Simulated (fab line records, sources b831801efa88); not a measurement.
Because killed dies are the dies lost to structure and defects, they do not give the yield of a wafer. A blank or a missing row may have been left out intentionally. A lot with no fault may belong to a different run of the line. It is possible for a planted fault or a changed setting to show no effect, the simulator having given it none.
Which tool is to blame? :: flow gf180mcu :: 38 wafers from 13 lots sampled at 3 of the route's 602 steps

== WHAT THE GAUGES READ, wafer by wafer ==
GF_M4_OVL_MEAS_15.
lot: L592
measured: day 23 14:50
on: overlay-01
M4_OVL (nm): 1 4 3

lot: L593
measured: day 24 01:44
on: overlay-01
M4_OVL (nm): 6 0 -3

lot: L594
measured: day 24 05:56
on: overlay-01
M4_OVL (nm): 7 -8 -6

lot: L596
measured: day 24 17:19
on: overlay-02
M4_OVL (nm): 4 -1 0

lot: L595
measured: day 24 22:44
on: overlay-01
M4_OVL (nm): -5 0 1

lot: L597
measured: day 25 07:38
on: overlay-01
M4_OVL (nm): -1 3 5

lot: L598
measured: day 25 12:57
on: overlay-01
M4_OVL (nm): 2 9 9

lot: L599
measured: day 26 07:58
on: overlay-01
M4_OVL (nm): -8 -4 -7

lot: L600
measured: day 26 08:37
on: overlay-02
M4_OVL (nm): 4 6 1

lot: L601
measured: day 26 20:26
on: overlay-02
M4_OVL (nm): 1 -1 1

lot: L602
measured: day 27 01:32
on: overlay-01
M4_OVL (nm): 0 5

lot: L613
measured: day 29 23:44
on: overlay-02
M4_OVL (nm): 7 -1 8

lot: L615
measured: day 30 07:49
on: overlay-02
M4_OVL (nm): 1 3 1

GF_M5_CD_MEAS_07 targets a cd of 280 nm.
lot: L592
measured: day 26 10:34
on: cd sem-02
cd nm (nm): 279.0 279.1 280.5

lot: L593
measured: day 26 21:41
on: cd sem-02
cd nm (nm): 278.9 279.1 278.3

lot: L594
measured: day 27 01:13
on: cd sem-01
cd nm (nm): 280.3 280.8 281.5

lot: L596
measured: day 27 09:55
on: cd sem-01
cd nm (nm): 279.1 280.0 280.6

lot: L595
measured: day 27 15:43
on: cd sem-02
cd nm (nm): 281.1 282.1 282.8

lot: L597
measured: day 28 01:03
on: cd sem-02
cd nm (nm): 280.7 280.0 279.3

lot: L598
measured: day 28 05:01
on: cd sem-01
cd nm (nm): 279.6 279.7 280.2

lot: L599
measured: day 28 22:56
on: cd sem-01
cd nm (nm): 281.6 280.6 281.1

lot: L600
measured: day 28 23:02
on: cd sem-02
cd nm (nm): 277.7 277.6 277.4

lot: L601
measured: day 29 10:08
on: cd sem-01
cd nm (nm): 243.2 280.2 280.5

lot: L602
measured: day 29 15:49
on: cd sem-02
cd nm (nm): 243.2 242.4

lot: L613
measured: day 32 08:17
on: cd sem-02
cd nm (nm): 279.0 278.2 278.8

lot: L615
measured: day 32 15:59
on: cd sem-01
cd nm (nm): 279.2 278.8 277.8

== EACH LOT AND THE TOOL THAT RAN IT (in order: tool; ch and the chambers of the sampled wafers; start) ==
lot: L592
GF_M5_EXPOSE_04: krf scanner-02 ch 0, day 26 00:53

lot: L593
GF_M5_EXPOSE_04: krf scanner-01 ch 0, day 26 11:38

lot: L594
GF_M5_EXPOSE_04: krf scanner-02 ch 0, day 26 15:12

lot: L596
GF_M5_EXPOSE_04: krf scanner-01 ch 0, day 27 00:47

lot: L595
GF_M5_EXPOSE_04: krf scanner-01 ch 0, day 27 05:31

lot: L597
GF_M5_EXPOSE_04: krf scanner-02 ch 0, day 27 14:55

lot: L598
GF_M5_EXPOSE_04: krf scanner-01 ch 0, day 27 19:29

lot: L599
GF_M5_EXPOSE_04: krf scanner-02 ch 0, day 28 13:42

lot: L600
GF_M5_EXPOSE_04: krf scanner-01 ch 0, day 28 13:56

lot: L601
GF_M5_EXPOSE_04: krf scanner-01 ch 0, day 29 00:41

lot: L602
GF_M5_EXPOSE_04: krf scanner-01 ch 0, day 29 06:13

lot: L613
GF_M5_EXPOSE_04: krf scanner-02 ch 0, day 31 23:59

lot: L615
GF_M5_EXPOSE_04: krf scanner-02 ch 0, day 32 07:20
- GF_M5_EXPOSE_04: exposes mask Metal5, target cd 280 nm.

== WHAT THE TOOLS THEMSELVES READ (means of the sampled wafers that have a number; where no wafer has one, the mark that the record gives instead) ==
The record holds no such reading with a usual standard deviation.

== THE ANSWER, worked out from the rows above alone ==
Rule: usual is defined by the lots themselves. Put in order of their means at a reading, lots are off if they are a third of the lots or fewer, leave a main group of 4 or more, and stand apart from it by a gap of 3 or more times the standard deviation of the main group's means; of several such gaps the widest counts. If all means in a main group match to the digits the tables above print for the reading, that group is not used. Also off: a lot with no number at a reading for which 4 or more lots have one. All remaining lots with rows at the step are treated as sound. The gauges are gone through in route order, then the tools' own readings, and for those a lot's mean is taken as printed above. The first step at which some lot is off is used, and at that step the reading that is off furthest; a lot without a number counts as furthest.
Off at GF_M5_CD_MEAS_07 (cd nm): L601, L602. The main group has a mean of 279.7 nm with a standard deviation of 1.2.
A tool fits if, at a process step before that reading, it ran every lot that is off, and no sound lot after the first of them. The gauges at GF_M5_CD_MEAS_07 are tried like those tools. One candidate fits, namely krf scanner-01 at GF_M5_EXPOSE_04. A fault onset in the window from L600 (day 28 13:56, its last sound lot) to L601 (day 29 00:41, its first lot off) fits.

== WHAT HAD BEEN PUT IN BY THE SIMULATOR ==
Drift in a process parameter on krf scanner-01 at GF_M5_EXPOSE_04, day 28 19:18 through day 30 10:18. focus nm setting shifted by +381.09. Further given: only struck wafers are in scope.
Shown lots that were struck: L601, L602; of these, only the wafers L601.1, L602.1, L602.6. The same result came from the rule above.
